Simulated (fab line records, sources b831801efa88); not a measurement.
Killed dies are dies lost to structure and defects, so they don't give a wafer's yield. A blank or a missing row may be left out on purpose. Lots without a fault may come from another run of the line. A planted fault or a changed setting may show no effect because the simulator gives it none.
A struck lot beside a sound one | flow sky130 | 43 steps out of a route of 708
Sound: wafers L525.2, L525.3, L525.6. Struck: wafers L539.2, L539.3, L539.4. The cause comes at the end.
At each step with rows: each side's tool, then ch and its chambers, then its first start. Under that, the readings that differ: sound wafers | struck wafers | difference of the means | sigmas: that difference in standard deviations of wafers without a fault.
alike: readings whose means differ by less than 2 such deviations, and words and numbers that are the same on both sides. not compared: withheld readings, readings that some wafer has no value for, bounds like >300 that may hide the same value, and numbers for which the record gives no deviation and whose values overlap.
The two part at a step that has a row with sigmas, a row that says differs or no value, or rows on one side only. Numbers that don't overlap but have no deviation are shown without sigmas and don't part them. A reading that every wafer of one side lacks parts them only if that side has two wafers or more.

first, 4 steps without rows for these wafers: SKY_LI_CONTACT_SOFTBAKE_08 (time 90 s); SKY_LI_CONTACT_EXPOSE_09 (exposes mask LICM1, target cd 170 nm); SKY_LI_CONTACT_PEB_10; SKY_LI_CONTACT_DEVELOP_11 (develop time 60 s).
SKY_LI_CONTACT_CD_MEAS_12: target cd 170 nm.
  sound on cd_sem-01, day 31 10:36; struck on cd_sem-01, day 35 09:38
  reading    | sound             | struck            | difference | sigmas
  cd_nm (nm) | 172.9 172.6 172.9 | 169.5 169.4 170.0 | -3.2       | -2
SKY_LI_CONTACT_OVL_MEAS_13:
  sound on overlay-02, day 31 10:42; struck on overlay-02, day 35 09:45
  alike: LI_CONTACT_OVL
then, 1 step without rows for these wafers: SKY_LI_CONTACT_ETCH_14 (etches BARC in N2/H2, stops on SiO2, time 45.9 s, target depth 60 nm).
SKY_LI_CONTACT_ETCH_15: etches PSG in C4F8/O2/Ar, stops on Si, target depth 600 nm.
  sound on rie_diel-03 ch 0,3, day 31 10:47; struck on rie_diel-01 ch 0,1, day 35 09:49
  alike: oes_product_au
then, 4 steps without rows for these wafers: SKY_LI_CONTACT_STRIP_16 (strips in O2/N2); SKY_LI_CONTACT_CLEAN_17 (cleans in NMP, time 600 s); SKY_LI_CONTACT_PRE_CLEAN_18 (time 5.6 s); SKY_LI_CONTACT_SPUTTER_19 (material Ti, target thk 20 nm, time 106.37 s).
SKY_LI_CONTACT_SPUTTER_20: material TiN, target thk 20 nm, time 80 s.
  sound on pvd_sputter-02, day 31 12:13; struck on pvd_sputter-04, day 35 10:16
  alike: cathode_dc_power_W, throttle_valve_pct
SKY_LI_CONTACT_CVD_21: deposits W, target thk 400 nm, time 120.56 s.
  sound on cvd_w-02 ch 0,1, day 31 12:17; struck on cvd_w-01 ch 0,1, day 35 10:20
  alike: heater_power_w
SKY_LI_CONTACT_RS_MEAS_22: measures by four-point-probe.
  sound on film_metro-02, day 31 12:25; struck on film_metro-02, day 35 10:29
  alike: LI_CONTACT_W_RS
SKY_LI_CONTACT_THK_MEAS_23: measures by xrf.
  sound on film_metro-02, day 31 12:32; struck on film_metro-02, day 35 10:35
  alike: LI_CONTACT_W_THK
then, 1 step without rows for these wafers: SKY_LI_CONTACT_CMP_24 (polishes, stops on PSG, t overpolish 20 s, target thk 0 nm).
SKY_LOCAL_INTERCONNECT_SPUTTER_00: material TiN, target thk 100 nm, time 83.3 s.
  sound on pvd_sputter-04, day 31 12:53; struck on pvd_sputter-01, day 35 10:56
  alike: cathode_dc_power_W, throttle_valve_pct
SKY_LOCAL_INTERCONNECT_RS_MEAS_01: measures by four-point-probe.
  sound on film_metro-04, day 31 12:58; struck on film_metro-04, day 35 11:01
  alike: LOCAL_INTERCONNECT_TIN_RS
SKY_LOCAL_INTERCONNECT_THK_MEAS_02: measures by xrf.
  sound on film_metro-04, day 31 13:04; struck on film_metro-04, day 35 11:08
  alike: LOCAL_INTERCONNECT_TIN_THK
then, 8 steps without rows for these wafers: SKY_LOCAL_INTERCONNECT_DEHYDRATE_03 (time 60 s); SKY_LOCAL_INTERCONNECT_HMDS_04 (prime time 60 s); SKY_LOCAL_INTERCONNECT_COAT_05 (resist thk 60 nm); SKY_LOCAL_INTERCONNECT_COAT_06 (resist thk 450 nm); SKY_LOCAL_INTERCONNECT_SOFTBAKE_07 (time 90 s); SKY_LOCAL_INTERCONNECT_EXPOSE_08 (exposes mask LI1M, target cd 170 nm); SKY_LOCAL_INTERCONNECT_PEB_09; SKY_LOCAL_INTERCONNECT_DEVELOP_10 (develop time 60 s).
SKY_LOCAL_INTERCONNECT_CD_MEAS_11: target cd 170 nm.
  sound on cd_sem-01, day 32 17:39; struck on cd_sem-01, day 36 13:39
  alike: cd_nm
SKY_LOCAL_INTERCONNECT_OVL_MEAS_12:
  sound on overlay-01, day 32 17:45; struck on overlay-01, day 36 13:46
  alike: LOCAL_INTERCONNECT_OVL
SKY_LOCAL_INTERCONNECT_ETCH_13: etches BARC in N2/H2, stops on SiO2, time 45.9 s, target depth 60 nm.
  sound on rie_metal-04 ch 0,1, day 32 17:47; struck on rie_metal-02 ch 0,1, day 36 13:47
  alike: drypump_motor_current_A, oes_product_au, throttle_valve_pct
  not compared: rf_hours_counter_h
then, 5 steps without rows for these wafers: SKY_LOCAL_INTERCONNECT_METAL_ETCH_14 (etches TiN in Cl2/BCl3, stops on PSG, target depth 110 nm, time 31.4 s); SKY_LOCAL_INTERCONNECT_STRIP_15 (strips in O2/N2); SKY_LOCAL_INTERCONNECT_STRIP_16 (strips in post etch residue remover, time 1200 s); SKY_LOCAL_INTERCONNECT_CLEAN_17 (cleans in IPA, time 180 s); SKY_LOCAL_INTERCONNECT_CLEAN_18 (cleans in O3/DIW).
SKY_CONTACT_CVD_00: deposits Si3N4, target thk 75 nm.
  sound on pecvd-04 ch 0,1,2, day 32 18:30; struck on pecvd-02 ch 0,2, day 36 14:29
  alike: heater_power_w
SKY_CONTACT_THK_MEAS_01:
  sound on film_metro-04, day 32 18:32; struck on film_metro-03, day 36 14:33
  alike: CONTACT_CVD_00_THK
then, 1 step without rows for these wafers: SKY_CONTACT_HDPCVD_02 (deposits SiO2, target thk 565 nm, time 94.2 s).
SKY_CONTACT_THK_MEAS_03:
  sound on film_metro-04, day 32 18:40; struck on film_metro-04, day 36 14:41
  alike: CONTACT_HDPCVD_THK
then, 1 step without rows for these wafers: SKY_CONTACT_CMP_04 (polishes SiO2).
SKY_CONTACT_BOW_MEAS_05:
  sound on film_metro-02, day 32 19:02; struck on film_metro-02, day 36 15:03
  alike: CONTACT_BOW
-- the record jumps here: 14 days lie between the struck wafers' starts before and after (it left off in module CONTACT and takes up again in module PAD_OPEN, whose first step shown is number 708 of the route) --
SKY_PAD_OPEN_PROBE_99:
  sound on prober-02, day 47 13:45; struck on prober-02, day 50 06:49
  reading            | sound    | struck     | difference | sigmas
  killed_at_contacts | 21 31 12 | 57 77 79   | +50        | +10
  killed_dies        | 98 97 69 | 96 128 131 | +30        | +3
  alike: killed_at_M0_to_M3, killed_at_M4_up, killed_at_front_end, killed_at_other, killed_open, killed_short

WHERE THEY PART
First at SKY_LI_CONTACT_CD_MEAS_12; last, within this record, at SKY_PAD_OPEN_PROBE_99.

WHY: what the simulator had put in
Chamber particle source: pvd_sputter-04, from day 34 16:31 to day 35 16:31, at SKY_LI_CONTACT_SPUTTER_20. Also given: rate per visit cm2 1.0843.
